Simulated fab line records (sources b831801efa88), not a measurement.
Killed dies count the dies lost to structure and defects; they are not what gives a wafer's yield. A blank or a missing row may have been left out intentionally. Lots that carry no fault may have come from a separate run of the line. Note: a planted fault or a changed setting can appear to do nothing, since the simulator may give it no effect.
Struck lot and sound lot, side by side || flow sky130 || 23 out of 708 route steps
Sound: these wafers, L731.1, L731.4, L731.5. Struck: wafers L735.1, L735.4 (left out: L735.2, a lot-mate that was not struck); the cause follows at the end.
Order at every step that has rows: each side's tool, ch and its chambers, its first start. Under that, the readings that differ: sound wafers || struck wafers || difference of the means || sigmas: that difference in standard deviations of wafers without a fault.
alike: words and numbers the same on both sides, and readings whose means are apart by under 2 such deviations; not compared: readings that were withheld, readings missing a value for some wafer, numbers with overlapping values and no deviation given by the record, and bounds like >300 which may hide the same value.
The two part at a step that has a row with sigmas, a row that says differs or no value, or rows on one side only. When numbers do not overlap yet have no deviation, they are printed without sigmas and do not part them. A reading missing from all wafers of one side parts the sides only when that side holds two or more wafers.

first, 1 step without rows for these wafers: SKY_CAPM_DEVELOP_11 (develop time 60 s).
SKY_CAPM_OVL_MEAS_12:
  struck on overlay-02, day 39 10:44; sound on overlay-02, day 38 04:40
  alike: CAPM_OVL
SKY_CAPM_METAL_ETCH_13: etches TiN in Cl2/BCl3, stops on SiO2, target depth 220 nm, time 62.9 s.
  sound on rieMetal-02 ch 0,1, day 38 04:42; struck on rieMetal-03 ch 0,1, day 39 10:46
  alike: drypumpMotorCurrentA, oesProductAu, throttleValvePct
  not compared: rfHoursCounterH
SKY_CAPM_STRIP_14: strips in O2/N2.
  sound on plasmaAsher-04 ch 0,1, day 38 04:47; struck on plasmaAsher-01 ch 0,1, day 39 10:50
{"reading": "stripTimeToEndpointS (s)", "sound": "12.66 12.56 12.56", "struck": "12.71 12.68", "difference": "+0.10", "sigmas": "+2"}
  alike: drypumpMotorCurrentA, oesProductAu
  not compared: rfHoursCounterH
then, 8 steps without rows for these wafers: SKY_CAPM_STRIP_15 (strips in post etch residue remover, time 1200 s); SKY_CAPM_CLEAN_16 (cleans in IPA, time 180 s); SKY_CAPM_CLEAN_17 (cleans in O3/DIW); SKY_METAL3_DEHYDRATE_05 (time 60 s); SKY_METAL3_HMDS_06 (prime time 60 s); SKY_METAL3_COAT_07 (resist thk 60 nm); SKY_METAL3_COAT_08 (resist thk 1140 nm); SKY_METAL3_SOFTBAKE_09 (time 90 s).
SKY_METAL3_EXPOSE_10: exposes mask MM3, target cd 300 nm.
  sound on krfScanner-02 ch 0, day 38 17:32; struck on krfScanner-02 ch 0, day 40 00:08
  alike: mask
then, 2 steps without rows for these wafers: SKY_METAL3_PEB_11; SKY_METAL3_DEVELOP_12 (develop time 60 s).
SKY_METAL3_CD_MEAS_13: the cd target is 300 nm.
  struck on cdSem-02, day 40 12:25; sound on cdSem-01, day 39 06:40
{"reading": "cdNm (nm)", "sound": "298.6 298.9 298.6", "struck": "281.9 282.5", "difference": -16.5, "sigmas": -12}
SKY_METAL3_OVL_MEAS_14:
  struck on overlay-02, day 40 12:32; sound on overlay-02, day 39 06:47
  alike: METAL3_OVL
SKY_METAL3_DESCUM_15: chemistry O2, time 8 s.
  sound on rieMetal-03 ch 1, day 39 06:49; struck on rieMetal-03 ch 0, day 40 12:34
{"reading": "model.METAL3.cdNm (nm)", "sound": "297.6 298.5 298", "struck": "281.4 282.2", "difference": -16.2, "sigmas": ""}
  alike: drypumpMotorCurrentA, oesProductAu
  not compared: rfHoursCounterH
SKY_METAL3_ETCH_16: etches BARC in N2/H2, stops on SiO2, time 88.2 s, target depth 60 nm.
  sound on rieMetal-03 ch 1, day 39 06:52; struck on rieMetal-03 ch 0, day 40 12:36
  alike: drypumpMotorCurrentA, oesProductAu, throttleValvePct
  not compared: rfHoursCounterH
SKY_METAL3_ETCH_17: etches SiO2 in C4F8/O2/Ar, stops on TiN, time 3.9 s, target depth 15 nm.
  sound on rieDiel-03 ch 0,2,3, day 39 06:57; struck on rieDiel-01 ch 1,2, day 40 12:42
  alike: oesProductAu
  not compared: rfHoursCounterH
SKY_METAL3_METAL_ETCH_18: etches the open film in Cl2/BCl3, stops on SiO2, target depth 845 nm, time 183.1 s.
  sound on rieMetal-01 ch 0, day 39 06:58; struck on rieMetal-01 ch 0,1, day 40 12:43
{"reading": "model.METAL3.cdNm (nm)", "sound": "303.8 303.8 302.1", "struck": "289.5 275.3", "difference": -20.8, "sigmas": ""}
  alike: drypumpMotorCurrentA, oesProductAu, throttleValvePct
  not compared: rfHoursCounterH
SKY_METAL3_STRIP_19: strips in O2/N2.
  sound on plasmaAsher-04 ch 0,1, day 39 07:20; struck on plasmaAsher-02 ch 0,1, day 40 12:54
  alike: drypumpMotorCurrentA, oesProductAu, stripTimeToEndpointS
  not compared: rfHoursCounterH
-- the record jumps here: 7 days lie between the struck wafers' starts before and after (it left off in module METAL3 and takes up again in module PAD_OPEN, whose first step shown is number 708 of the route) --
SKY_PAD_OPEN_PROBE_99:
  struck on prober-01, day 47 10:51; sound on prober-02, day 46 10:45
{"reading": "model.etest.met3.widthNm (nm)", "sound": "306.5 305.4 299.7", "struck": "288 277", "difference": -21, "sigmas": ""}
{"reading": "model.etest.met3.lineOhmUm", "sound": "0.14 0.1411 0.142", "struck": "0.153 0.1562", "difference": "+0.014", "sigmas": ""}

## WHERE THEY PART
At SKY_CAPM_STRIP_14 first; at SKY_METAL3_CD_MEAS_13 last (within this record only). Later steps at which nothing parts them and some readings are alike: SKY_METAL3_OVL_MEAS_14, SKY_METAL3_DESCUM_15, SKY_METAL3_ETCH_16, SKY_METAL3_ETCH_17, SKY_METAL3_METAL_ETCH_18, SKY_METAL3_STRIP_19.

WHY: what had been put in by the simulator
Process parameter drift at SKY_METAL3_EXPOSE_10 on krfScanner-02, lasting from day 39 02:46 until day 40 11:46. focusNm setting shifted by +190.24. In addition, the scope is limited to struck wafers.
